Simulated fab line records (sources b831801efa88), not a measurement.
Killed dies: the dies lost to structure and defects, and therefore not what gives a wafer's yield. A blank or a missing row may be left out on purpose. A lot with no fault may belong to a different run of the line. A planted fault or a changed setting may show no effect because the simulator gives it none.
A lot that was struck, set against a sound lot | flow gf180mcu | 20 out of 602 route steps
Sound: the wafers L898.1, L898.2, L898.4. Wafers L913.1, L913.3, L913.4 were the ones struck. The cause is given at the end.
Order at every step that has rows: each side's tool, ch and its chambers, its first start. Under that, the readings that differ: sound wafers | struck wafers | difference of the means | sigmas: that difference in standard deviations of wafers without a fault.
alike: a reading whose means differ by less than 2 such deviations, as well as words and numbers matching on both sides. not compared: withheld readings; readings where some wafer has no value; bounds like >300 that might hide an equal value; numbers whose values overlap and for which the record gives no deviation.
The two part at a step that has a row with sigmas, a row that says differs or no value, or rows on one side only. Non-overlapping numbers with no deviation appear without sigmas and do not part them. A reading that every wafer of one side lacks parts them only if that side has two wafers or more.

first, 3 steps without rows for these wafers: GF_MIM_EXPOSE_16 (exposes mask FuseTop, target cd 2000 nm); GF_MIM_PEB_17; GF_MIM_DEVELOP_18 (develop time 60 s).
GF_MIM_METAL_ETCH_19: etches the open film in Cl2/BCl3, stops on Si3N4, target depth 324.5 nm, time 54.1 s.
  sound on rie metal-01 ch 0,1, day 27 03:18; struck on rie metal-04 ch 0,1, day 31 03:24
  alike: drypump motor current A, oes product au, throttle valve pct
  not compared: rf hours counter h
GF_MIM_STRIP_20: strips in O2/N2.
  sound on plasma asher-04 ch 0,1, day 27 03:22; struck on plasma asher-04 ch 0,1, day 31 03:28
  alike: drypump motor current A, heater power w, oes product au, strip time to endpoint s
  not compared: rf hours counter h
then, 7 steps without rows for these wafers: GF_MIM_STRIP_21 (strips in post etch residue remover, time 1200 s); GF_MIM_CLEAN_22 (cleans in DIW); GF_M5_DEHYDRATE_00 (time 60 s); GF_M5_HMDS_01 (prime time 60 s); GF_M5_COAT_02 (resist thk 1000 nm); GF_M5_SOFTBAKE_03 (time 60 s); GF_M5_EXPOSE_04 (exposes mask Metal5, target cd 280 nm).
GF_M5_PEB_05: peb time 90 s.
  sound on litho track-03 ch 0, day 27 23:22; struck on litho track-03 ch 0, day 31 20:40
  reading                  | sound                | struck               | difference | sigmas
  heater power total W (W) | 85.64 85.63 85.70    | 101.27 101.13 101.26 | +15.56     | +99 or more
  plate temp C (C)         | 134.94 134.98 135.08 | 153.78 153.72 153.52 | +18.67     | +99 or more
  alike: chill plate temp C
then, 1 step without rows for these wafers: GF_M5_DEVELOP_06 (develop time 60 s).
GF_M5_CD_MEAS_07: the cd target is 280 nm.
  sound on cd sem-02, day 27 23:43; struck on cd sem-02, day 31 21:01
  reading    | sound             | struck            | difference | sigmas
  cd nm (nm) | 278.4 278.3 279.4 | 256.7 256.0 256.8 | -22.2      | -22
GF_M5_OVL_MEAS_08:
  sound on overlay-01, day 27 23:50; struck on overlay-02, day 31 21:08
  alike: M5_OVL
GF_M5_ETCH_09: etches Si3N4 in CF4/O2, target depth 52 nm, time 11.6 s.
  sound on rie diel-03 ch 0,2, day 27 23:53; struck on rie diel-03 ch 0,3, day 31 21:11
  reading             | sound             | struck            | difference | sigmas
  model.M5.cd nm (nm) | 278.3 278.1 279.5 | 256.1 256.2 256.1 | -22.5      |
  alike: O2_flow_sccm, drypump motor current A, oes product au, throttle valve pct
  not compared: rf hours counter h
GF_M5_METAL_ETCH_10: etches the open film in Cl2/BCl3, stops on SiO2, target depth 627.5 nm, time 104.6 s.
  sound on rie metal-02 ch 0,1, day 27 23:54; struck on rie metal-04 ch 0,1, day 31 21:12
  reading               | sound             | struck            | difference | sigmas
  oes product au (a.u.) | 0.969 0.963 0.956 | 0.980 0.970 0.973 | +0.012     | +2
  model.M5.cd nm (nm)   | 280.4 279.7 282.7 | 256.3 256 254.7   | -25.3      |
  alike: drypump motor current A, throttle valve pct
  not compared: rf hours counter h
GF_M5_STRIP_11: strips in O2/N2.
  sound on plasma asher-02 ch 0,1, day 28 00:01; struck on plasma asher-03 ch 0,1, day 31 21:19
  reading                     | sound       | struck      | difference | sigmas
  drypump motor current A (A) | 6.5 6.8 6.8 | 5.7 5.7 5.8 | -1.0       | -2
  alike: heater power w, oes product au, strip time to endpoint s
  not compared: rf hours counter h
-- the record jumps here: 2 days lie between the struck wafers' starts before and after (it left off in module M5 and takes up again in module PASSIVATION, whose first step shown is number 602 of the route) --
GF_PASSIVATION_PROBE_99:
  only the struck wafers here have rows in the record (prober-02, day 34 03:34); the sound ones have none

## WHERE THEY PART
At GF_M5_PEB_05 first; at GF_PASSIVATION_PROBE_99 last (within this record only).

WHY: whatever the simulator had introduced
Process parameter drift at GF_M5_PEB_05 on litho track-03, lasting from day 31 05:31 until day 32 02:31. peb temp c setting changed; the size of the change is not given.
